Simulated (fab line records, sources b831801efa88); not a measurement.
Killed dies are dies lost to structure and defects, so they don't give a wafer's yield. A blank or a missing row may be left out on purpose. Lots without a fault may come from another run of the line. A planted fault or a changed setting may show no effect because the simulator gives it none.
Tool commonality check | flow sky130 | 13 lots, 39 wafers sampled

WHY IT WAS OPENED
At SKY_VT_ADJUST_HVTP_TW_MEAS_11 the reading VT_ADJUST_HVTP_TW is flagged on 2 of 13 lots. Wafers without a fault read 1354, standard deviation 11.
Rule: a lot is flagged when every wafer of it that has a number lies more than 4 standard deviations from that mean, or none has a number. The other lots count as sound.

lot  | measured     | on            | VT_ADJUST_HVTP_TW, wafer by wafer | flag
L987 | day 6 22:25  | film_metro-01 | 1366 1367 1363                    |
L988 | day 6 22:55  | film_metro-01 | 1364 1364 1359                    |
L990 | day 7 11:14  | film_metro-03 | 1365 1362 1368                    |
L991 | day 7 13:18  | film_metro-02 | 1342 1338 1344                    |
L993 | day 8 00:58  | film_metro-01 | 1357 1366 1365                    |
L996 | day 8 18:21  | film_metro-02 | 1347 1343 1339                    |
L997 | day 8 20:14  | film_metro-03 | 1369 1372 1357                    |
L998 | day 9 02:08  | film_metro-02 | 1336 1335 1340                    |
L999 | day 9 05:02  | film_metro-02 | 1346 1343 1340                    |
L100 | day 9 10:57  | film_metro-01 | 1359 1361 1357                    |
L103 | day 10 11:07 | film_metro-01 | 1354 1359 1356                    |
L107 | day 11 10:48 | film_metro-03 | 1417 1413 1414                    | FLAGGED
L109 | day 11 22:31 | film_metro-03 | 1415 1412 1410                    | FLAGGED
The numbers of the flagged lots are 1414 on average: +60 against the usual, or +5 standard deviations.

WHICH TOOL RAN EACH LOT
The record holds 1 process step before the reading, out of a route of 708 steps. In each cell: the tool, then ch and the chambers that the sampled wafers went through, then the start.
lot  | flag    | SKY_VT_ADJUST_HVTP_IMPLANT_09
L987 |         | implanter-01 ch 0, day 6 22:11
L988 |         | implanter-04 ch 0, day 6 22:41
L990 |         | implanter-02 ch 0, day 7 10:59
L991 |         | implanter-02 ch 0, day 7 13:04
L993 |         | implanter-04 ch 0, day 8 00:44
L996 |         | implanter-02 ch 0, day 8 18:07
L997 |         | implanter-02 ch 0, day 8 20:01
L998 |         | implanter-01 ch 0, day 9 01:53
L999 |         | implanter-02 ch 0, day 9 04:47
L100 |         | implanter-01 ch 0, day 9 10:43
L103 |         | implanter-04 ch 0, day 10 10:52
L107 | FLAGGED | implanter-02 ch 0, day 11 10:34
L109 | FLAGGED | implanter-02 ch 0, day 11 22:17
What these steps do:
- SKY_VT_ADJUST_HVTP_IMPLANT_09
- SKY_VT_ADJUST_HVTP_TW_MEAS_11

FLAGGED OVER TOTAL, TOOL BY TOOL (the gauges that took the reading come last)
step                          | tool          | lots run | flagged | share of the flagged lots | sound lots run after its first flagged lot
SKY_VT_ADJUST_HVTP_IMPLANT_09 | implanter-01  | 3        | 0       | none                      | -
SKY_VT_ADJUST_HVTP_IMPLANT_09 | implanter-02  | 7        | 2       | all                       | 0
SKY_VT_ADJUST_HVTP_IMPLANT_09 | implanter-04  | 3        | 0       | none                      | -
SKY_VT_ADJUST_HVTP_TW_MEAS_11 | film_metro-01 | 5        | 0       | none                      | -
SKY_VT_ADJUST_HVTP_TW_MEAS_11 | film_metro-02 | 4        | 0       | none                      | -
SKY_VT_ADJUST_HVTP_TW_MEAS_11 | film_metro-03 | 4        | 2       | all                       | 0

WHAT THE TABLE ALLOWS
2 rows of the table ran every flagged lot: implanter-02 at SKY_VT_ADJUST_HVTP_IMPLANT_09, film_metro-03 at SKY_VT_ADJUST_HVTP_TW_MEAS_11.
- implanter-02 at SKY_VT_ADJUST_HVTP_IMPLANT_09: 2 of its 7 lots flagged. Its last sound lot is L999 (day 9 04:47), its first flagged lot L107 (day 11 10:34): a fault that began between those two fits. Its own readings lie more than 4 standard deviations out on every wafer of the flagged lots: beam_energy_keV.
- film_metro-03 at SKY_VT_ADJUST_HVTP_TW_MEAS_11: 2 of its 4 lots flagged. Its last sound lot is L997 (day 8 20:14), its first flagged lot L107 (day 11 10:48): a fault that began between those two fits.
Counting lots can't tell these 2 tools apart, because each fits a fault that began at some hour. More lots, or a look at what each step does to the wafer, might.

WHAT THE SIMULATOR HAD PUT IN
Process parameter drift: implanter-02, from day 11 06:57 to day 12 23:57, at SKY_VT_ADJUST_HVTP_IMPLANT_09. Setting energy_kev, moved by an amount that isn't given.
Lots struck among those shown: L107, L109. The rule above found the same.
